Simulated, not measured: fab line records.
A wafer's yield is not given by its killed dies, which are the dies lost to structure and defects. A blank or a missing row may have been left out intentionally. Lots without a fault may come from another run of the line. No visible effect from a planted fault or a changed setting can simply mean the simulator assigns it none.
fab line records | flow gf180mcu
record: lots: 13 | wafers: 39 | lastDay: 34
route steps=602 shown MVSD@73 MVPSD@82 HV_LDD@213 SALICIDE@286
lots with no fault: from the same line, run without faults
startH: hours from the record's opening day to when the first of the lot's shown wafers began | waitH: hours elapsed since this lot's preceding step | " as in the row above | L1.1+2: several wafers, shown together as one row | - value missing, or start not given | * or withheld: withheld | < > ~ a bound
route shown NAME@n: names a module that has steps shown in the file, with the first one's number in the route | usual: mean/standard deviation of fault-free wafers | same: alike in all rows | chamber/n: place in a boat | sites: readings site by site | _std_site: standard deviation of those values | _edge_site: the outer-site mean with the inner-site mean subtracted | radiusMm: for every site, how far away it sits from the centre of the wafer | mask NAME#n: copy n | behind: the last tool/chamber to shape the wafer | hold: cause of the lot's hold/its duration in hours/its outcome | device: which transistor (n, p or np) failed to switch | end of line: tests run on the same wafers once the route is complete | a step with no rows: only its recipe | killed: dies lost to structure and defects at the first sort, not the wafer's yield | map: shows each die of a wafer: x if killed, . if not, _ if none is there
set.NAME: setting as actually run; set.NAME@STEP: the setting as run at that earlier step | model.NAME: the simulator's own value behind a step, which no gauge read
route steps across a sampled set of lots; one table per step, one row per wafer
services: when a tool's chamber went out of use (startH, in hours from the record's first day, below 0 if earlier), for how many hours, and the reason
== steps ==
step: GF_MVSD_OVL_MEAS_07
usual: MVSD_OVL: -0.2/1.2
lot.wafer | tool       | chamber | startH | waitH | MVSD_OVL[nm]
L103.1    | overlay-02 | -       | 92.35  | -     | -1.3
L103.2    | "          | -       | "      | "     | -2.0
L103.6    | "          | -       | "      | "     | -0.9
L104.1    | overlay-02 | -       | 99.09  | -     | -0.7
L104.2    | "          | -       | "      | "     | -0.1
L104.4    | "          | -       | "      | "     | -1.0
L105.1    | overlay-02 | -       | 104.19 | -     | 0.2
L105.5    | "          | -       | "      | "     | 0.7
L105.6    | "          | -       | "      | "     | -0.7
L107.3    | overlay-01 | -       | 117.27 | -     | 0.8
L107.4    | "          | -       | "      | "     | 0.6
L107.6    | "          | -       | "      | "     | 0.7
L108.1    | overlay-01 | -       | 121.89 | -     | -1.7
L108.4    | "          | -       | "      | "     | -2.0
L108.6    | "          | -       | "      | "     | 0.1
L110.3    | overlay-01 | -       | 133.41 | -     | 1.7
L110.5    | "          | -       | "      | "     | 0.2
L110.6    | "          | -       | "      | "     | 1.3
L111.2    | overlay-01 | -       | 138.64 | -     | 2.6
L111.4    | "          | -       | "      | "     | 2.6
L111.5    | "          | -       | "      | "     | 1.8
L113.2    | overlay-02 | -       | 150.72 | -     | 1.2
L113.5    | "          | -       | "      | "     | -0.1
L113.6    | "          | -       | "      | "     | 0.4
L116.1    | overlay-02 | -       | 169.26 | -     | -0.7
L116.2    | "          | -       | "      | "     | 1.7
L116.5    | "          | -       | "      | "     | 0.0
L117.1    | overlay-01 | -       | 175.09 | -     | -0.7
L117.2    | "          | -       | "      | "     | 0.8
L117.3    | "          | -       | "      | "     | 0.1
L118.2    | overlay-01 | -       | 179.92 | -     | -0.8
L118.3    | "          | -       | "      | "     | -1.1
L118.6    | "          | -       | "      | "     | -1.3
L123.3    | overlay-02 | -       | 208.81 | -     | 0.6
L123.4    | "          | -       | "      | "     | -0.1
L123.6    | "          | -       | "      | "     | 0.1
L124.4    | overlay-02 | -       | 216.53 | -     | -1.6
L124.5    | "          | -       | "      | "     | -0.7
L124.6    | "          | -       | "      | "     | -2.2
step: GF_MVPSD_EXPOSE_04
recipe: maskId: MVPSD | targetCdNm: 1000 | na: 0.6 | sourceShape: conventional | sigmaOuter: 0.6 | doseMj: 260
usual: exposureDoseMJCm2: 260.03/0.26 | reticleTempC: 22.97/0.09
lot.wafer | tool            | chamber | startH | waitH | mask       | exposureDoseMJCm2 | reticleTempC
L103.1    | ilineStepper-01 | 0       | 99.55  | -     | MVPSD#0    | 259.85            | 23.03
L103.2    | "               | 0       | "      | "     | MVPSD#0    | 260.17            | 23.08
L103.6    | "               | 0       | "      | "     | MVPSD#0    | 260.07            | 22.98
L104.1    | ilineStepper-01 | 0       | 106.47 | -     | MVPSD#0    | 259.90            | 22.91
L104.2    | "               | 0       | "      | "     | MVPSD#0    | 259.48            | 23.02
L104.4    | "               | 0       | "      | "     | MVPSD#0    | 259.72            | 23.08
L105.1    | ilineStepper-02 | 0       | 111.84 | -     | MVPSD#0    | 260.23            | 23.00
L105.5    | "               | 0       | "      | "     | MVPSD#0    | 260.17            | 22.91
L105.6    | "               | 0       | "      | "     | MVPSD#0    | 260.07            | 22.90
L107.3    | ilineStepper-02 | 0       | 125.13 | -     | MVPSD#0    | 259.91            | 23.18
L107.4    | "               | 0       | "      | "     | MVPSD#0    | 260.22            | 23.03
L107.6    | "               | 0       | "      | "     | MVPSD#0    | 260.04            | 22.95
L108.1    | ilineStepper-02 | 0       | 129.48 | -     | MVPSD#0    | 260.29            | 22.86
L108.4    | "               | 0       | "      | "     | MVPSD#0    | 260.00            | 23.02
L108.6    | "               | 0       | "      | "     | MVPSD#0    | 260.23            | 23.02
L110.3    | ilineStepper-02 | 0       | 141.60 | -     | MVPSD#0    | 260.06            | 23.09
L110.5    | "               | 0       | "      | "     | MVPSD#0    | 259.99            | 23.01
L110.6    | "               | 0       | "      | "     | MVPSD#0    | 260.03            | 23.02
L111.2    | ilineStepper-02 | 0       | 146.51 | -     | MVPSD#0    | 260.13            | 23.01
L111.4    | "               | 0       | "      | "     | MVPSD#0    | 260.36            | 23.06
L111.5    | "               | 0       | "      | "     | MVPSD#0    | 260.21            | 23.11
L113.2    | ilineStepper-02 | 0       | 159.23 | -     | MVPSD#0    | 260.00            | 23.04
L113.5    | "               | 0       | "      | "     | MVPSD#0    | 259.59            | 22.98
L113.6    | "               | 0       | "      | "     | MVPSD#0    | 259.88            | 22.92
L116.1    | ilineStepper-02 | 0       | 178.09 | -     | MVPSD_R1#0 | 260.08            | 22.89
L116.2    | "               | 0       | "      | "     | MVPSD_R1#0 | 259.94            | 23.05
L116.5    | "               | 0       | "      | "     | MVPSD_R1#0 | 259.85            | 22.94
L117.1    | ilineStepper-01 | 0       | 183.50 | -     | MVPSD#0    | 259.94            | 22.83
L117.2    | "               | 0       | "      | "     | MVPSD#0    | 260.11            | 22.94
L117.3    | "               | 0       | "      | "     | MVPSD#0    | 260.16            | 23.01
L118.2    | ilineStepper-02 | 0       | 187.97 | -     | MVPSD#0    | 260.40            | 23.05
L118.3    | "               | 0       | "      | "     | MVPSD#0    | 260.38            | 23.08
L118.6    | "               | 0       | "      | "     | MVPSD#0    | 260.05            | 22.98
L123.3    | ilineStepper-01 | 0       | 218.11 | -     | MVPSD#0    | 259.90            | 22.79
L123.4    | "               | 0       | "      | "     | MVPSD#0    | 260.32            | 22.91
L123.6    | "               | 0       | "      | "     | MVPSD#0    | 259.90            | 22.90
L124.4    | ilineStepper-01 | 0       | 225.90 | -     | MVPSD#0    | 259.52            | 23.07
L124.5    | "               | 0       | "      | "     | MVPSD#0    | 260.34            | 23.15
L124.6    | "               | 0       | "      | "     | MVPSD#0    | 260.40            | 23.23
step: GF_HV_LDD_STRIP_37
recipe: chemistry: O2/N2 | powerW: 1400 | pressureMtorr: 1500 | platenTempC: 250 | o2FlowSccm: 3000 | n2FlowSccm: 300 | overashFraction: 0.5
usual: drypumpMotorCurrentA: 5.79/0.29 | heaterPowerW: 340/19 | oesProductAu: 0.716/0.0047 | stripTimeToEndpointS: 12.64/0.032
lot.wafer | tool           | chamber | startH | waitH | drypumpMotorCurrentA | heaterPowerW | oesProductAu | rfHoursCounterH | stripTimeToEndpointS
L103.1    | plasmaAsher-04 | 1       | 268.15 | 0.1   | 6.03                 | 331          | 0.720        | 60              | 12.62
L103.2    | "              | 0       | "      | "     | 5.95                 | 345          | 0.713        | 60              | 12.60
L103.6    | "              | 1       | "      | "     | 6.07                 | 335          | 0.715        | -               | 12.64
L104.1    | plasmaAsher-02 | 1       | 280.28 | 0.1   | 5.57                 | 358          | 0.707        | 66              | 12.59
L104.2    | "              | 0       | "      | "     | 6.03                 | 336          | 0.712        | 66              | 12.63
L104.4    | "              | 1       | "      | "     | 5.56                 | 363          | 0.708        | -               | 12.60
L105.1    | plasmaAsher-04 | 1       | 286.45 | 0.1   | 6.04                 | 339          | 0.719        | 63              | 12.72
L105.5    | "              | 1       | "      | "     | 6.06                 | 338          | 0.707        | -               | 12.67
L105.6    | "              | 0       | "      | "     | 5.96                 | 334          | 0.719        | -               | 12.70
L107.3    | plasmaAsher-01 | 1       | 298.00 | 0.1   | 5.38                 | 304          | 0.707        | -               | 12.67
L107.4    | "              | 0       | "      | "     | 5.36                 | 350          | 0.719        | -               | 12.64
L107.6    | "              | 1       | "      | "     | 5.34                 | 306          | 0.711        | -               | 12.65
L108.1    | plasmaAsher-01 | 0       | 306.81 | 0.1   | 5.33                 | 358          | 0.717        | 51              | 12.68
L108.4    | "              | 0       | "      | "     | 5.34                 | 357          | 0.718        | -               | 12.66
L108.6    | "              | 0       | "      | "     | 5.36                 | 357          | 0.720        | -               | 12.71
L110.3    | plasmaAsher-01 | 0       | 321.33 | 0.1   | 5.35                 | 352          | 0.720        | -               | 12.63
L110.5    | "              | 1       | "      | "     | 5.37                 | 308          | 0.724        | -               | 12.63
L110.6    | "              | 0       | "      | "     | 5.35                 | 371          | 0.720        | -               | 12.63
L111.2    | plasmaAsher-04 | 1       | 328.75 | 0.1   | 6.06                 | 329          | 0.712        | 67              | 12.63
L111.4    | "              | 0       | "      | "     | 5.97                 | 341          | 0.713        | -               | 12.63
L111.5    | "              | 0       | "      | "     | 5.96                 | 337          | 0.716        | -               | 12.65
L113.2    | plasmaAsher-01 | 1       | 342.41 | 0.1   | 5.38                 | 302          | 0.715        | 55              | 12.64
L113.5    | "              | 0       | "      | "     | 5.33                 | 358          | 0.718        | -               | 12.61
L113.6    | "              | 1       | "      | "     | 5.38                 | 308          | 0.719        | -               | 12.65
L116.1    | plasmaAsher-02 | 0       | 369.51 | 0.1   | 6.02                 | 343          | 0.718        | 76              | 12.58
L116.2    | "              | 1       | "      | "     | 5.58                 | 355          | 0.714        | 76              | 12.61
L116.5    | "              | 1       | "      | "     | 5.58                 | 363          | 0.703        | -               | 12.61
L117.1    | plasmaAsher-04 | 0       | 378.00 | 0.1   | 5.92                 | 339          | 0.719        | 72              | 12.58
L117.2    | "              | 1       | "      | "     | 6.08                 | 334          | 0.713        | 72              | 12.66
L117.3    | "              | 1       | "      | "     | 6.05                 | 329          | 0.712        | -               | 12.63
L118.2    | plasmaAsher-02 | 1       | 381.20 | 0.1   | 5.57                 | 367          | 0.723        | 77              | 12.60
L118.3    | "              | 0       | "      | "     | 6.04                 | 347          | 0.717        | -               | 12.62
L118.6    | "              | 1       | "      | "     | 5.57                 | 358          | 0.713        | -               | 12.61
L123.3    | plasmaAsher-04 | 1       | 425.16 | 0.1   | 6.04                 | 332          | 0.728        | -               | 12.64
L123.4    | "              | 0       | "      | "     | 5.95                 | 339          | 0.712        | -               | 12.67
L123.6    | "              | 0       | "      | "     | 5.96                 | 337          | 0.712        | -               | 12.61
L124.4    | plasmaAsher-02 | 1       | 434.85 | 0.1   | 5.57                 | 415          | 0.713        | -               | 12.62
L124.5    | "              | 0       | "      | "     | 6.01                 | 339          | 0.722        | -               | 12.63
L124.6    | "              | 1       | "      | "     | 5.57                 | 401          | 0.715        | -               | 12.59
step: GF_SALICIDE_RTA_08
recipe: tempC: 800 | timeS: 30 | ambient: N2
usual: lampPowerPct: 15.6/1.3 | wafer_temp_C_max: 802.8/0.54
lot.wafer | tool         | chamber | startH | waitH | lampPowerPct | wafer_temp_C_max
L103.1    | rtpAnneal-02 | 0       | 354.79 | 0.0   | 14.2         | 802.8
L103.2    | "            | 0       | "      | "     | 14.2         | 803.5
L103.6    | "            | 0       | "      | "     | 14.2         | 802.9
L104.1    | rtpAnneal-02 | 0       | 370.36 | 0.0   | 14.2         | 802.2
L104.2    | "            | 0       | "      | "     | 14.2         | 802.7
L104.4    | "            | 0       | "      | "     | 14.2         | 803.0
L105.1    | rtpAnneal-01 | 0       | 376.53 | 0.0   | 16.9         | 803.5
L105.5    | "            | 0       | "      | "     | 16.9         | 803.6
L105.6    | "            | 0       | "      | "     | 16.9         | 802.9
L107.3    | rtpAnneal-02 | 0       | 388.92 | 0.0   | 14.2         | 802.8
L107.4    | "            | 0       | "      | "     | 14.2         | 802.6
L107.6    | "            | 0       | "      | "     | 14.2         | 803.7
L108.1    | rtpAnneal-02 | 0       | 399.53 | 0.0   | 14.2         | 802.3
L108.4    | "            | 0       | "      | "     | 14.2         | 802.1
L108.6    | "            | 0       | "      | "     | 14.2         | 802.4
L110.3    | rtpAnneal-01 | 0       | 415.56 | 0.0   | 16.9         | 801.7
L110.5    | "            | 0       | "      | "     | 16.9         | 803.4
L110.6    | "            | 0       | "      | "     | 16.9         | 802.6
L111.2    | rtpAnneal-02 | 0       | 424.21 | 0.0   | 14.2         | 802.7
L111.4    | "            | 0       | "      | "     | 14.2         | 802.8
L111.5    | "            | 0       | "      | "     | 14.2         | 802.5
L113.2    | rtpAnneal-02 | 0       | 438.88 | 0.0   | 14.2         | 802.6
L113.5    | "            | 0       | "      | "     | 14.3         | 802.7
L113.6    | "            | 0       | "      | "     | 14.2         | 802.8
L116.1    | rtpAnneal-01 | 0       | 471.19 | 0.0   | 16.9         | 804.0
L116.2    | "            | 0       | "      | "     | 16.9         | 803.6
L116.5    | "            | 0       | "      | "     | 16.9         | 804.0
L117.1    | rtpAnneal-01 | 0       | 479.80 | 0.0   | 16.9         | 802.5
L117.2    | "            | 0       | "      | "     | 16.9         | 802.5
L117.3    | "            | 0       | "      | "     | 16.9         | 802.8
L118.2    | rtpAnneal-01 | 0       | 482.13 | 0.0   | 16.9         | 802.4
L118.3    | "            | 0       | "      | "     | 16.8         | 803.8
L118.6    | "            | 0       | "      | "     | 16.9         | 803.3
L123.3    | rtpAnneal-02 | 0       | 526.91 | 0.0   | 14.2         | 802.1
L123.4    | "            | 0       | "      | "     | 14.2         | 802.7
L123.6    | "            | 0       | "      | "     | 14.2         | 802.4
L124.4    | rtpAnneal-02 | 0       | 533.78 | 0.1   | 14.2         | 803.0
L124.5    | "            | 0       | "      | "     | 14.2         | 803.0
L124.6    | "            | 0       | "      | "     | 14.2         | 802.9
== services ==
tool            | chamber | startH | hours | kind
ilineStepper-01 | -       | 87.13  | 1.7   | pm
ilineStepper-02 | -       | 104.83 | 2.2   | repair
ilineStepper-02 | -       | 113.67 | 4.4   | pm
plasmaAsher-02  | -       | 127.02 | 15.6  | pm
plasmaAsher-04  | -       | 153.83 | 9.7   | repair
plasmaAsher-04  | -       | 163.56 | 2.4   | repair
plasmaAsher-04  | -       | 169.42 | 2.8   | pm
ilineStepper-01 | -       | 230.56 | 4.4   | pm
plasmaAsher-04  | -       | 234.11 | 0.8   | repair
plasmaAsher-04  | -       | 238.09 | 2.7   | repair
ilineStepper-02 | -       | 249.00 | 2.2   | repair
plasmaAsher-01  | -       | 262.56 | 20.5  | repair
ilineStepper-02 | -       | 270.28 | 1.7   | pm
ilineStepper-01 | -       | 305.27 | 1.7   | pm
plasmaAsher-04  | -       | 307.34 | 1.0   | repair
plasmaAsher-01  | -       | 371.37 | 14.6  | pm
plasmaAsher-02  | -       | 381.75 | 0.5   | repair
rtpAnneal-02    | -       | 400.19 | 7.3   | pm
plasmaAsher-01  | -       | 411.43 | 8.2   | repair
plasmaAsher-02  | -       | 421.25 | 9.0   | pm
ilineStepper-01 | -       | 444.46 | 8.9   | pm
rtpAnneal-01    | -       | 465.64 | 0.8   | pm
ilineStepper-02 | -       | 488.46 | 1.7   | pm
ilineStepper-01 | -       | 523.45 | 1.7   | pm
== key ==
firstSign: step: GF_MVPSD_EXPOSE_04 | reading: mask | direction: changed
effect none on later readings
metAt GF_MVPSD_EXPOSE_04
struckLots L116
sortLeftOut L116.1,L116.2,L116.5
testerLeftOut L116
notActingAt GF_MVSD_OVL_MEAS_07,GF_HV_LDD_STRIP_37,GF_SALICIDE_RTA_08
onsetBetween 159.23 178.09
fault: kind: wrongMask | tool: any | chamber: - | onsetH: 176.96 | steps: GF_MVPSD_EXPOSE_04 | auxCopy: MVPSD_R1#0 | cdOffsetNm: -120 | scope: struckLotsOnly
testerLeftOut: of these lots the tester's yield and bins aren't shown, on N5 and GAA mostly nor the transistor test; their killed dies are dies lost to structure and defects alone, not to doping, threshold or leakage, so they don't give the yield
sortLeftOut: the simulated sort isn't trusted on such a fault, so these wafers' sort isn't shown, and their yield isn't known
